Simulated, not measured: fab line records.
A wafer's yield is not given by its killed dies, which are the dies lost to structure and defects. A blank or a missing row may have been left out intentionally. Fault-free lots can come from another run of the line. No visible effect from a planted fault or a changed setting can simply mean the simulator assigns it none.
fab line records | flow sky130
[record] lots = 5 wafers = 15 last_day = 49
route steps=708 shown VIA4@643
lots untouched by any fault: they come from a run of this same line in which no faults occurred
start_h: start of the lot's first displayed wafer, in hours after the record's first day | wait_h: time in hours since the lot's previous step | " unchanged from the row above | L1.1+2: one row covering several wafers at once | - value missing, or start not given | * or withheld: withheld | < > ~ a bound
route shown NAME@n: names a module that has steps shown in the file, with the first one's number in the route | usual: the fault-free wafers' mean and standard deviation | same: alike in all rows | chamber/n: place in a boat | sites: the reading at each site | _std_site: the standard deviation of these | _edge_site: inner sites' mean taken away from outer sites' mean | radius_mm: for every site, how far away it sits from the centre of the wafer | mask NAME#n: copy n | behind: the tool/chamber that last shaped the wafer | hold: the reason the lot was held/the length of the hold in hours/how it ended | device: whichever transistor did not switch (one of n, p or np) | end of line: the tests these same wafers got at the end of their route | a step given without rows: its recipe and nothing more | killed: at the first sort, the dies lost to defects and structure; wafer yield is something else | map: dies across one wafer; x = killed, . = not, _ = none there
set.NAME: the run value of the setting; set.NAME@STEP: its run value at that earlier step | model.NAME: the simulator's own value behind a step, which no gauge read
lots at some steps of the route; a table a step, a row a wafer
services: the hour from which a tool's chamber was out of use, counted from the record's first day as start_h (under 0 if before that day), plus the number of hours and why
[[steps]]
[step SKY_VIA4_DEHYDRATE_04]
[recipe] temp_c = 200 time_s = 60
// columns lot.wafer tool chamber start_h wait_h
L075.1+3+5 litho_track-03 0 1008.51 11.1
L080.2+3+6 litho_track-03 0 1042.13 10.8
L082.1+2+6 litho_track-04 0 1050.26 10.6
L089.1+2+4 litho_track-02 0 1098.58 8.8
L090.3+4+5 litho_track-03 0 1100.66 9.3
[step SKY_VIA4_HMDS_05]
[recipe] prime_time_s = 60 prime_temp_c = 120
// columns lot.wafer tool chamber start_h wait_h
L075.1+3+5 litho_track-03 0 1008.66 0.1
L080.2+3+6 litho_track-03 0 1042.28 0.1
L082.1+2+6 litho_track-04 0 1050.41 0.1
L089.1+2+4 litho_track-02 0 1098.73 0.1
L090.3+4+5 litho_track-03 0 1100.81 0.1
[step SKY_VIA4_COAT_06]
[recipe] resist = NOVOLAK spin_rpm = 3000 resist_thk_nm = 1140
// columns lot.wafer tool chamber start_h wait_h
L075.1+3+5 litho_track-03 0 1008.81 0.1
L080.2+3+6 litho_track-03 0 1042.43 0.1
L082.1+2+6 litho_track-04 0 1050.56 0.1
L089.1+2+4 litho_track-02 0 1098.88 0.1
L090.3+4+5 litho_track-03 0 1100.96 0.1
[step SKY_VIA4_SOFTBAKE_07]
[recipe] temp_c = 90 time_s = 60 resist = NOVOLAK
// columns lot.wafer tool chamber start_h wait_h
L075.1+3+5 litho_track-03 0 1008.96 0.1
L080.2+3+6 litho_track-03 0 1042.58 0.1
L082.1+2+6 litho_track-04 0 1050.71 0.1
L089.1+2+4 litho_track-02 0 1099.03 0.1
L090.3+4+5 litho_track-03 0 1101.11 0.1
[step SKY_VIA4_EXPOSE_08]
[recipe] mask_id = VIM4 na = 0.6 source_shape = conventional sigma_outer = 0.6 polarization = unpolarized target_cd_nm = 800 dose_mj = 132
// columns lot.wafer tool chamber start_h wait_h mask
L075.1+3+5 iline_stepper-02 0 - - VIM4#0
L080.2+3+6 iline_stepper-01 0 - - VIM4#0
L082.1+2+6 iline_stepper-02 0 - - VIM4#0
L089.1+2+4 iline_stepper-02 0 - - VIM4#0
L090.3+4+5 iline_stepper-02 0 - - VIM4#0
[step SKY_VIA4_PEB_09]
[recipe] temp_c = withheld time_s = * resist = NOVOLAK
// columns lot.wafer tool chamber start_h wait_h
L075.1+3+5 litho_track-03 0 - -
L080.2+3+6 litho_track-03 0 - -
L082.1+2+6 litho_track-02 0 - -
L089.1+2+4 litho_track-02 0 - -
L090.3+4+5 litho_track-02 0 - -
[step SKY_VIA4_DEVELOP_10]
[recipe] resist = NOVOLAK developer = TMAH develop_time_s = 60 dev_temp_c = 23
// columns lot.wafer tool chamber start_h wait_h
L075.1+3+5 litho_track-03 0 1020.26 0.1
L080.2+3+6 litho_track-03 0 1052.78 0.1
L082.1+2+6 litho_track-02 0 1062.28 0.1
L089.1+2+4 litho_track-02 0 1109.88 0.1
L090.3+4+5 litho_track-02 0 1111.63 0.1
[step SKY_VIA4_OVL_MEAS_11]
[usual] VIA4_OVL = 0.7/2
// columns lot.wafer tool chamber start_h wait_h VIA4_OVL[nm]
L075.1 overlay-02 - 1020.41 0.1 1.4
L075.3 " - " " 1.6
L075.5 " - " " 2.0
L080.2 overlay-02 - 1052.91 0.1 -0.7
L080.3 " - " " -1.1
L080.6 " - " " -0.2
L082.1 overlay-02 - 1062.43 0.1 3.1
L082.2 " - " " 3.3
L082.6 " - " " 1.6
L089.1 overlay-01 - 1110.03 0.1 3.0
L089.2 " - " " 3.3
L089.4 " - " " 2.2
L090.3 overlay-01 - 1111.74 0.1 0.1
L090.4 " - " " -0.5
L090.5 " - " " 0.1
[step SKY_VIA4_ETCH_12]
[recipe] target = SiO2 chemistry = C4F8/O2/Ar stop_on = TiN mask_material = NOVOLAK source_w = 1500 bias_w = 1200 pressure_mtorr = 40 c4f8_flow_sccm = withheld O2_flow_sccm = 6 Ar_flow_sccm = 300 time_s = withheld target_depth_a = 5800
[usual] oes_product_au = 0.926/0.0049
// columns lot.wafer tool chamber start_h wait_h oes_product_au
L075.1 rie_diel-04 1 1020.44 0.0 0.929
L075.3 " 0 " " 0.932
L075.5 " 2 " " 0.925
L080.2 rie_diel-04 0 1052.94 0.0 0.922
L080.3 " 3 " " 0.932
L080.6 " 3 " " 0.932
L082.1 rie_diel-04 1 1062.47 0.0 0.925
L082.2 " 2 " " 0.924
L082.6 " 0 " " 0.918
L089.1 rie_diel-04 3 1110.07 0.0 0.932
L089.2 " 2 " " 0.924
L089.4 " 0 " " 0.928
L090.3 rie_diel-04 0 1111.77 0.0 0.935
L090.4 " 2 " " 0.934
L090.5 " 1 " " 0.928
[[services]]
// columns tool chamber start_h hours kind
rie_diel-04 0 992.85 20.4 repair
iline_stepper-01 - 1007.23 1.7 pm
rie_diel-04 - 1071.11 28.1 pm
iline_stepper-01 - 1081.20 2.2 repair
[[key]]
fault none
